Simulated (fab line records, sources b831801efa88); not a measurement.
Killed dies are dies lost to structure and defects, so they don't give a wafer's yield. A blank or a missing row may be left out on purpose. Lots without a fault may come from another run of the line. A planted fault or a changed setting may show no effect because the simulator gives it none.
One fault seen from 2 desks | flow gf180mcu | each desk has only its own numbers; what lay behind them comes last

THE TOOL OWNER'S DESK: litho_track-04
The tool's own readings at GF_VT_IMPLANT_COAT_35 (resist thk 1000 nm): means of the sampled wafers that have a number, for each lot that ran on this tool. A lot is out of limits, marked OUT, if its mean lies more than 4 standard deviations from the usual mean; the brackets give that distance.
Columns: A = spin_speed_rpm at GF_VT_IMPLANT_COAT_35, usual 2999.8 rpm
lot  | first seen here | A
L225 | day 7 10:28     | 2997.0
L226 | day 7 13:07     | 3000.9
L228 | day 8 02:35     | 2999.2
L236 | day 10 03:50    | 3000.1
L244 | day 12 12:29    | 3077.1 (+31) OUT
L245 | day 12 17:38    | 3078.9 (+32) OUT
This desk's finding: out of limits on L244, L245; first on L244, day 12 12:29 (spin_speed_rpm at GF_VT_IMPLANT_COAT_35). In limits: L225, L226, L228, L236.

THE METROLOGY DESK
What the gauges read, lot by lot, whatever tool the lot ran on: means of the sampled wafers that have a number. A lot is out of limits, marked OUT, if its mean lies more than 4 standard deviations from the usual mean; the brackets give that distance.
Columns: A = STI_OXIDATION_01_THK at GF_STI_THK_MEAS_22, usual 15.22 nm
lot  | first seen here | A
L225 | day 2 08:36     | 15.48
L226 | day 2 10:31     | 15.18
L228 | day 2 20:11     | 15.34
L229 | day 3 04:08     | 15.21
L232 | day 3 15:44     | 15.83
L233 | day 3 20:26     | 15.29
L234 | day 4 05:08     | 15.30
L235 | day 4 07:34     | 15.17
L236 | day 4 11:40     | 15.07
L244 | day 6 05:08     | 15.28
L245 | day 6 10:11     | 15.35
L248 | day 7 01:22     | 15.29
This desk's finding: nothing out of limits on any of the 12 lots.

PUT TOGETHER
The tool owner's desk could have raised an alarm at day 12 12:29, on L244, L245.
The metrology desk saw nothing out of limits.
The metrology desk has L244, L245 on record, within its limits.
Of the lots named, all ran GF_VT_IMPLANT_COAT_35 on litho_track-04.

WHAT THE SIMULATOR HAD PUT IN
Process parameter drift: litho_track-04, from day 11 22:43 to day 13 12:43, at GF_VT_IMPLANT_COAT_35. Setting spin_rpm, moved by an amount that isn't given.
Lots struck among those shown: L244, L245.
Hours from the fault's start to each desk's first reading out of limits: the tool owner's desk, 14.
